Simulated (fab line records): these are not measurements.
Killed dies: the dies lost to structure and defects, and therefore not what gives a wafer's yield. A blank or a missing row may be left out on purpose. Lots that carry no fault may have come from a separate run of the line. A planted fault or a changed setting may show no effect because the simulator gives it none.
Which tool was responsible? :: flow gf180mcu :: 13 lots, 39 wafers sampled, at 6 steps of a route of 602

== WHAT THE GAUGES SHOWED, per wafer ==
GF_POLY_GATE_CD_MEAS_10: target cd 280 nm.
lot: L828
measured: day 9 11:35
on: cd_sem-02
cd_nm (nm): 279.3 279.7 280.0

lot: L829
measured: day 9 19:14
on: cd_sem-02
cd_nm (nm): 280.8 280.5 281.4

lot: L830
measured: day 10 00:46
on: cd_sem-02
cd_nm (nm): 281.7 280.8 279.7

lot: L831
measured: day 10 09:54
on: cd_sem-02
cd_nm (nm): 278.5 280.2 278.6

lot: L832
measured: day 10 18:05
on: cd_sem-02
cd_nm (nm): 281.0 280.1 280.0

lot: L838
measured: day 12 15:19
on: cd_sem-02
cd_nm (nm): 279.2 279.1 278.3

lot: L839
measured: day 12 21:55
on: cd_sem-02
cd_nm (nm): 280.6 280.3 281.0

lot: L843
measured: day 14 05:23
on: cd_sem-01
cd_nm (nm): 278.3 278.0 280.1

lot: L845
measured: day 14 16:52
on: cd_sem-01
cd_nm (nm): 279.2 279.1 279.8

lot: L847
measured: day 15 07:28
on: cd_sem-01
cd_nm (nm): 280.4 281.2 281.6

lot: L848
measured: day 15 14:17
on: cd_sem-02
cd_nm (nm): 280.2 280.4 279.5

lot: L849
measured: day 15 20:35
on: cd_sem-02
cd_nm (nm): 280.2 278.6 278.6

lot: L850
measured: day 16 05:52
on: cd_sem-02
cd_nm (nm): 281.6 281.6 281.1

GF_HV_LDD_CD_MEAS_19: target cd 400 nm.
lot: L828
measured: day 11 02:23
on: cd_sem-02
cd_nm (nm): 403.6 402.1 402.4

lot: L829
measured: day 11 10:01
on: cd_sem-02
cd_nm (nm): 403.5 401.9 404.0

lot: L830
measured: day 11 15:56
on: cd_sem-02
cd_nm (nm): 400.4 401.3 402.9

lot: L831
measured: day 12 03:06
on: cd_sem-02
cd_nm (nm): 396.9 398.4 397.1

lot: L832
measured: day 12 09:55
on: cd_sem-02
cd_nm (nm): 401.9 401.8 401.3

lot: L838
measured: day 14 10:31
on: cd_sem-02
cd_nm (nm): - - -

lot: L839
measured: day 14 17:05
on: cd_sem-01
cd_nm (nm): 395.6 394.5 395.4

lot: L843
measured: day 16 02:42
on: cd_sem-01
cd_nm (nm): 398.6 399.7 399.7

lot: L845
measured: day 16 14:21
on: cd_sem-01
cd_nm (nm): 399.8 397.5 400.3

lot: L847
measured: day 17 05:59
on: cd_sem-01
cd_nm (nm): 398.9 400.2 396.2

lot: L848
measured: day 17 15:20
on: cd_sem-02
cd_nm (nm): 398.8 399.1 400.5

lot: L849
measured: day 17 21:32
on: cd_sem-01
cd_nm (nm): 397.2 397.9 395.6

lot: L850
measured: day 18 06:22
on: cd_sem-02
cd_nm (nm): 401.5 400.9 401.0

GF_HV_LDD_TW_MEAS_23.
lot: L828
measured: day 11 02:48
on: film_metro-04
HV_LDD_2_TW: 1067 1061 1061

lot: L829
measured: day 11 10:25
on: film_metro-03
HV_LDD_2_TW: 1054 1056 1054

lot: L830
measured: day 11 16:21
on: film_metro-01
HV_LDD_2_TW: 1037 1031 1034

lot: L831
measured: day 12 03:31
on: film_metro-01
HV_LDD_2_TW: 1030 1028 1027

lot: L832
measured: day 12 10:19
on: film_metro-03
HV_LDD_2_TW: 1052 1053 1053

lot: L838
measured: day 14 10:55
on: film_metro-04
HV_LDD_2_TW: 30 30 30

lot: L839
measured: day 14 17:28
on: film_metro-04
HV_LDD_2_TW: 1061 1058 1067

lot: L843
measured: day 16 03:07
on: film_metro-03
HV_LDD_2_TW: 1053 1053 1053

lot: L845
measured: day 16 14:46
on: film_metro-03
HV_LDD_2_TW: 1055 1058 1050

lot: L847
measured: day 17 06:22
on: film_metro-04
HV_LDD_2_TW: 1058 1064 1054

lot: L848
measured: day 17 15:45
on: film_metro-01
HV_LDD_2_TW: 1036 1033 1032

lot: L849
measured: day 17 21:55
on: film_metro-04
HV_LDD_2_TW: 1061 1062 1063

lot: L850
measured: day 18 06:46
on: film_metro-01
HV_LDD_2_TW: 1038 1039 1036

GF_HV_LDD_TW_MEAS_50.
lot: L828
measured: day 12 18:01
on: film_metro-01
HV_LDD_4_TW: 557 557 555

lot: L829
measured: day 13 02:34
on: film_metro-04
HV_LDD_4_TW: 571 569 571

lot: L830
measured: day 13 08:36
on: film_metro-04
HV_LDD_4_TW: 575 573 572

lot: L831
measured: day 13 19:46
on: film_metro-01
HV_LDD_4_TW: 556 556 557

lot: L832
measured: day 14 04:11
on: film_metro-03
HV_LDD_4_TW: 567 569 569

lot: L838
measured: day 16 07:12
on: film_metro-03
HV_LDD_4_TW: 1095 1093 1101

lot: L839
measured: day 16 13:44
on: film_metro-04
HV_LDD_4_TW: 575 574 574

lot: L843
measured: day 18 01:42
on: film_metro-03
HV_LDD_4_TW: 574 574 571

lot: L845
measured: day 18 14:00
on: film_metro-03
HV_LDD_4_TW: 571 575 572

lot: L847
measured: day 19 06:41
on: film_metro-04
HV_LDD_4_TW: 571 573 572

lot: L848
measured: day 19 17:09
on: film_metro-04
HV_LDD_4_TW: 569 574 572

lot: L849
measured: day 19 22:55
on: film_metro-01
HV_LDD_4_TW: 555 557 561

lot: L850
measured: day 20 08:30
on: film_metro-04
HV_LDD_4_TW: 576 578 577

GF_PSD_RS_MEAS_14: uses a four-point probe to measure.
lot: L828
measured: day 14 14:47
on: film_metro-04
NSD_RS (ohm/sq): 46.11 46.25 46.12

lot: L829
measured: day 15 01:14
on: film_metro-01
NSD_RS (ohm/sq): 46.08 46.14 46.21

lot: L830
measured: day 15 07:54
on: film_metro-01
NSD_RS (ohm/sq): 46.21 46.19 46.22

lot: L831
measured: day 15 18:30
on: film_metro-01
NSD_RS (ohm/sq): 46.26 46.30 46.32

lot: L832
measured: day 16 03:00
on: film_metro-02
NSD_RS (ohm/sq): 46.09 46.12 46.13

lot: L839
measured: day 18 17:05
on: film_metro-01
NSD_RS (ohm/sq): 46.23 46.13 46.25

lot: L843
measured: day 20 06:59
on: film_metro-04
NSD_RS (ohm/sq): 46.12 46.08 46.04

lot: L845
measured: day 20 18:15
on: film_metro-02
NSD_RS (ohm/sq): 46.04 46.11 46.13

lot: L847
measured: day 21 11:13
on: film_metro-04
NSD_RS (ohm/sq): 46.16 46.10 46.17

lot: L848
measured: day 21 22:12
on: film_metro-01
NSD_RS (ohm/sq): 46.23 46.18 46.04

lot: L849
measured: day 22 02:49
on: film_metro-04
NSD_RS (ohm/sq): 46.30 46.20 46.24

lot: L850
measured: day 22 11:55
on: film_metro-01
NSD_RS (ohm/sq): 46.27 46.24 46.25

== WHAT TOOL EACH LOT RAN ON (gives the tool, then ch and the chambers of the sampled wafers, and finally the start) ==
lot: L828
GF_HV_LDD_EXPOSE_16: iline_stepper-01 ch 0, day 10 16:56

lot: L829
GF_HV_LDD_EXPOSE_16: iline_stepper-02 ch 0, day 11 00:53

lot: L830
GF_HV_LDD_EXPOSE_16: iline_stepper-01 ch 0, day 11 07:07

lot: L831
GF_HV_LDD_EXPOSE_16: iline_stepper-02 ch 0, day 11 17:16

lot: L832
GF_HV_LDD_EXPOSE_16: iline_stepper-01 ch 0, day 12 00:38

lot: L838
GF_HV_LDD_EXPOSE_16: iline_stepper-01 ch 0, day 14 00:02

lot: L839
GF_HV_LDD_EXPOSE_16: iline_stepper-01 ch 0, day 14 07:02

lot: L843
GF_HV_LDD_EXPOSE_16: iline_stepper-02 ch 0, day 15 16:08

lot: L845
GF_HV_LDD_EXPOSE_16: iline_stepper-01 ch 0, day 16 03:14

lot: L847
GF_HV_LDD_EXPOSE_16: iline_stepper-01 ch 0, day 16 18:43

lot: L848
GF_HV_LDD_EXPOSE_16: iline_stepper-01 ch 0, day 17 03:27

lot: L849
GF_HV_LDD_EXPOSE_16: iline_stepper-02 ch 0, day 17 09:10

lot: L850
GF_HV_LDD_EXPOSE_16: iline_stepper-02 ch 0, day 17 18:43
- GF_HV_LDD_EXPOSE_16: exposes mask Pplus LV AREA, target cd 400 nm.

== WHAT THE TOOLS THEMSELVES READ (means of the sampled wafers that have a number; where no wafer has one, the mark that the record gives instead) ==
The record holds no such reading with a usual standard deviation.

== THE ANSWER, worked out from the rows above alone ==
Rule: usual is defined by the lots themselves. Put in order of their means at a reading, lots are off if they are a third of the lots or fewer, leave a main group of 4 or more, and stand apart from it by a gap of 3 or more times the standard deviation of the main group's means; of several such gaps the widest counts. The tables above print the reading to a certain number of digits; a main group whose means all agree to those digits is not used. A lot without any number at a reading at which 4 lots or more have one is off too. The other lots that the step has rows for count as sound. The gauges are gone through in route order, then the tools' own readings, and for those a lot's mean is taken as printed above. The first step at which some lot is off is used, and at that step the reading that is off furthest; a lot without a number counts as furthest.
Off: L838 (GF_HV_LDD_CD_MEAS_19, cd_nm). Without a number there: L838. The main group: mean 399.7 nm, standard deviation 2.3.
A tool fits if, at a process step before that reading, it ran every lot that is off, and no sound lot after the first of them. The gauges at GF_HV_LDD_CD_MEAS_19 aren't tried: what is off there is off at GF_HV_LDD_TW_MEAS_23 too, on other tools, and a gauge's error can't cause that. Not one of the candidates tried fits.

== WHAT WAS PUT IN BY THE SIMULATOR ==
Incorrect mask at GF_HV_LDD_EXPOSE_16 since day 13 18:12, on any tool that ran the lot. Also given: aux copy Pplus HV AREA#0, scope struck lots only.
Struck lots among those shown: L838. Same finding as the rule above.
